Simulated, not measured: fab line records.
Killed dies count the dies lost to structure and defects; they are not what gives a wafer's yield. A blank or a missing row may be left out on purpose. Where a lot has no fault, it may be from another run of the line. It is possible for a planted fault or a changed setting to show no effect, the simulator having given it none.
The tool behind it: which one?    flow sky130    6 lots, 18 wafers sampled, at 3 steps of a route of 708

## WHAT THE GAUGES SHOWED, per wafer
SKY_LOCAL_INTERCONNECT_CD_MEAS_11 targets a cd of 170 nm.
lot   measured      on         cd-nm (nm)
L789  day 32 04:41  cd-sem-02  173.2 171.3 172.1
L791  day 32 13:10  cd-sem-01  170.5 170.8 170.0
L800  day 34 13:00  cd-sem-01  170.9 172.1 170.6
L803  day 36 03:58  cd-sem-02  170.1 171.3 170.6
L805  day 36 13:37  cd-sem-01  171.2 171.3 171.2
L809  day 37 11:06  cd-sem-01  172.6 172.7 171.4

## EACH LOT AND THE TOOL THAT RAN IT (in order: tool; ch and the chambers of the sampled wafers; start)
lot   SKY_LDD_N_IMPLANT_11             SKY_LDD_N_STRIP_16
L789  implanter-02 ch 0, day 19 16:52  plasma-asher-02 ch 0,1, day 19 17:35
L791  implanter-02 ch 0, day 20 06:41  plasma-asher-03 ch 0,1, day 20 07:25
L800  implanter-04 ch 0, day 22 11:34  plasma-asher-02 ch 0,1, day 22 12:19
L803  implanter-01 ch 0, day 23 23:47  plasma-asher-03 ch 0, day 24 00:31
L805  implanter-02 ch 0, day 24 19:14  plasma-asher-03 ch 0,1, day 24 19:58
L809  implanter-01 ch 0, day 25 21:40  plasma-asher-01 ch 0,1, day 25 22:25
- SKY_LDD_N_IMPLANT_11
- SKY_LDD_N_STRIP_16: strips in O2/N2.

## THE ANSWER, worked out from the rows above alone
Rule: the usual values come from the lots themselves. The widest of any qualifying gaps counts: lots, ordered by their means at a reading, are off when they make up no more than a third of the lots, leave a main group of 4 or more, and stand apart from it by 3 or more times the standard deviation of that group's means. A main group whose means are all the same, to the digits that the tables above print for the reading, isn't used. A lot without any number at a reading at which 4 lots or more have one is off too. All remaining lots with rows at the step are treated as sound.
None of the lots is off at any reading shown; this tells nothing.

## WHAT WAS PUT IN BY THE SIMULATOR
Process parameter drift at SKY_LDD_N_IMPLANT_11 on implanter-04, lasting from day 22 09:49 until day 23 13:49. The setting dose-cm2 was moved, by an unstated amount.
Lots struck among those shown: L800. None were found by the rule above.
